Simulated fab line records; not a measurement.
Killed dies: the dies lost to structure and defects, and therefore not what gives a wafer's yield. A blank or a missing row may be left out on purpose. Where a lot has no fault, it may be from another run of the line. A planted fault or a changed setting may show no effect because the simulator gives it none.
Lot-split experiment || flow sfqLine || 23 wafers read across 5 lots, on a route 325 steps long

## THE SPLIT
At SFQ_TRILAYER_M5_LITHO_COAT_128 (resist thk 62 nm), the setting spinRpm was moved away from the recipe's 3000 rpm on 6 of the 23 wafers read, by -3.9% to +4.8%. All remaining wafers had this setting at the recipe value.

The reading is taken at the split's own step.

## THE READING
BARC_of_TRILAYER_M5_LITHO_COAT_128.thkNm (the simulator's own value, which no gauge read), in nm, at SFQ_TRILAYER_M5_LITHO_COAT_128 (resist thk 62 nm). No usual value for it is given in the file. Average 62.02 nm, standard deviation 0.13 nm, over the 17 wafers here run with the recipe.

{"wafer": "L076.1", "tool, chamber at the split": "lithoTrack-04, 0", "spinRpm as run, rpm": 3000, "against the recipe": "recipe", "BARC_of_TRILAYER_M5_LITHO_COAT_128.thkNm, nm": 62.09, "against lot-mates on the recipe": "-"}
{"wafer": "L076.2", "tool, chamber at the split": "lithoTrack-04, 0", "spinRpm as run, rpm": 3000, "against the recipe": "recipe", "BARC_of_TRILAYER_M5_LITHO_COAT_128.thkNm, nm": 61.96, "against lot-mates on the recipe": "-"}
{"wafer": "L076.3", "tool, chamber at the split": "lithoTrack-04, 0", "spinRpm as run, rpm": 2896, "against the recipe": "-3.5%", "BARC_of_TRILAYER_M5_LITHO_COAT_128.thkNm, nm": 63.08, "against lot-mates on the recipe": "+1.08"}
{"wafer": "L076.4", "tool, chamber at the split": "lithoTrack-04, 0", "spinRpm as run, rpm": 2896, "against the recipe": "-3.5%", "BARC_of_TRILAYER_M5_LITHO_COAT_128.thkNm, nm": 62.87, "against lot-mates on the recipe": "+0.87"}
{"wafer": "L076.6", "tool, chamber at the split": "lithoTrack-04, 0", "spinRpm as run, rpm": 3000, "against the recipe": "recipe", "BARC_of_TRILAYER_M5_LITHO_COAT_128.thkNm, nm": 61.95, "against lot-mates on the recipe": "-"}
{"wafer": "L078.1", "tool, chamber at the split": "lithoTrack-04, 0", "spinRpm as run, rpm": 3000, "against the recipe": "recipe", "BARC_of_TRILAYER_M5_LITHO_COAT_128.thkNm, nm": 62.14, "against lot-mates on the recipe": "-"}
{"wafer": "L078.2", "tool, chamber at the split": "lithoTrack-04, 0", "spinRpm as run, rpm": 3000, "against the recipe": "recipe", "BARC_of_TRILAYER_M5_LITHO_COAT_128.thkNm, nm": 62.04, "against lot-mates on the recipe": "-"}
{"wafer": "L078.4", "tool, chamber at the split": "lithoTrack-04, 0", "spinRpm as run, rpm": 3000, "against the recipe": "recipe", "BARC_of_TRILAYER_M5_LITHO_COAT_128.thkNm, nm": 62.05, "against lot-mates on the recipe": "-"}
{"wafer": "L078.5", "tool, chamber at the split": "lithoTrack-04, 0", "spinRpm as run, rpm": 2882, "against the recipe": "-3.9%", "BARC_of_TRILAYER_M5_LITHO_COAT_128.thkNm, nm": 63.28, "against lot-mates on the recipe": "+1.20"}
{"wafer": "L078.6", "tool, chamber at the split": "lithoTrack-04, 0", "spinRpm as run, rpm": 2882, "against the recipe": "-3.9%", "BARC_of_TRILAYER_M5_LITHO_COAT_128.thkNm, nm": 63.19, "against lot-mates on the recipe": "+1.11"}
{"wafer": "L079.2", "tool, chamber at the split": "lithoTrack-04, 0", "spinRpm as run, rpm": 3000, "against the recipe": "recipe", "BARC_of_TRILAYER_M5_LITHO_COAT_128.thkNm, nm": 61.98, "against lot-mates on the recipe": "-"}
{"wafer": "L079.3", "tool, chamber at the split": "lithoTrack-04, 0", "spinRpm as run, rpm": 3000, "against the recipe": "recipe", "BARC_of_TRILAYER_M5_LITHO_COAT_128.thkNm, nm": 62.08, "against lot-mates on the recipe": "-"}
{"wafer": "L079.4", "tool, chamber at the split": "lithoTrack-04, 0", "spinRpm as run, rpm": 3000, "against the recipe": "recipe", "BARC_of_TRILAYER_M5_LITHO_COAT_128.thkNm, nm": 61.87, "against lot-mates on the recipe": "-"}
{"wafer": "L079.5", "tool, chamber at the split": "lithoTrack-04, 0", "spinRpm as run, rpm": 3000, "against the recipe": "recipe", "BARC_of_TRILAYER_M5_LITHO_COAT_128.thkNm, nm": 62.03, "against lot-mates on the recipe": "-"}
{"wafer": "L079.6", "tool, chamber at the split": "lithoTrack-04, 0", "spinRpm as run, rpm": 3000, "against the recipe": "recipe", "BARC_of_TRILAYER_M5_LITHO_COAT_128.thkNm, nm": 62.23, "against lot-mates on the recipe": "-"}
{"wafer": "L080.3", "tool, chamber at the split": "lithoTrack-03, 0", "spinRpm as run, rpm": 3000, "against the recipe": "recipe", "BARC_of_TRILAYER_M5_LITHO_COAT_128.thkNm, nm": 62.19, "against lot-mates on the recipe": "-"}
{"wafer": "L080.5", "tool, chamber at the split": "lithoTrack-03, 0", "spinRpm as run, rpm": 3000, "against the recipe": "recipe", "BARC_of_TRILAYER_M5_LITHO_COAT_128.thkNm, nm": 62.21, "against lot-mates on the recipe": "-"}
{"wafer": "L080.6", "tool, chamber at the split": "lithoTrack-03, 0", "spinRpm as run, rpm": 3000, "against the recipe": "recipe", "BARC_of_TRILAYER_M5_LITHO_COAT_128.thkNm, nm": 62.06, "against lot-mates on the recipe": "-"}
{"wafer": "L084.1", "tool, chamber at the split": "lithoTrack-01, 0", "spinRpm as run, rpm": 3000, "against the recipe": "recipe", "BARC_of_TRILAYER_M5_LITHO_COAT_128.thkNm, nm": 61.76, "against lot-mates on the recipe": "-"}
{"wafer": "L084.2", "tool, chamber at the split": "lithoTrack-01, 0", "spinRpm as run, rpm": 3144, "against the recipe": "+4.8%", "BARC_of_TRILAYER_M5_LITHO_COAT_128.thkNm, nm": 60.37, "against lot-mates on the recipe": -1.48}
{"wafer": "L084.3", "tool, chamber at the split": "lithoTrack-01, 0", "spinRpm as run, rpm": 3000, "against the recipe": "recipe", "BARC_of_TRILAYER_M5_LITHO_COAT_128.thkNm, nm": 61.79, "against lot-mates on the recipe": "-"}
{"wafer": "L084.5", "tool, chamber at the split": "lithoTrack-01, 0", "spinRpm as run, rpm": 3144, "against the recipe": "+4.8%", "BARC_of_TRILAYER_M5_LITHO_COAT_128.thkNm, nm": 60.54, "against lot-mates on the recipe": -1.31}
{"wafer": "L084.6", "tool, chamber at the split": "lithoTrack-01, 0", "spinRpm as run, rpm": 3000, "against the recipe": "recipe", "BARC_of_TRILAYER_M5_LITHO_COAT_128.thkNm, nm": 61.99, "against lot-mates on the recipe": "-"}

FIT RESULTS
A straight line over all 23 wafers: BARC_of_TRILAYER_M5_LITHO_COAT_128.thkNm changes by -0.309 nm for each +1% of spinRpm; r = -0.98; the points scatter about the line by 0.13 nm.
The same after taking each lot's own level away (the mean of its wafers on the recipe; 23 wafers): -0.289 nm for each +1%; r = -0.99; scatter 0.092 nm.
The reading moves by 1.4 nm for the largest change in spinRpm, on that fit.
The span of the lots' own levels, 61.847 to 62.153 nm, comes to 2.4 times the standard deviation stated above.
Consequently the slope shifts little with the lot-to-lot level, the two slopes agreeing.
Check: -1.35 nm against its lot-mates is what the line predicts for one of the wafers moved furthest among these (+4.8%) when that wafer is left out of the fit. Against them it came out at -1.48 nm.

## OTHER SPLITS ON THESE WAFERS
Before the reading, these wafers also passed through other splits. Each is held against what the fit with the lots' levels taken away leaves over:
{"other split on the same wafers": "SFQ_TRILAYER_JJ_CE_LITHO_EXPOSE_115 doseMj", "wafers away from the commonest value": 5, "r with BARC_of_TRILAYER_M5_LITHO_COAT_128.thkNm (lot level and that fit taken away)": -0.01}

## FILE'S OWN FIT
BARC_of_TRILAYER_M5_LITHO_COAT_128.thkNm changes by -0.289 nm for each +1% of spinRpm, r = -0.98.
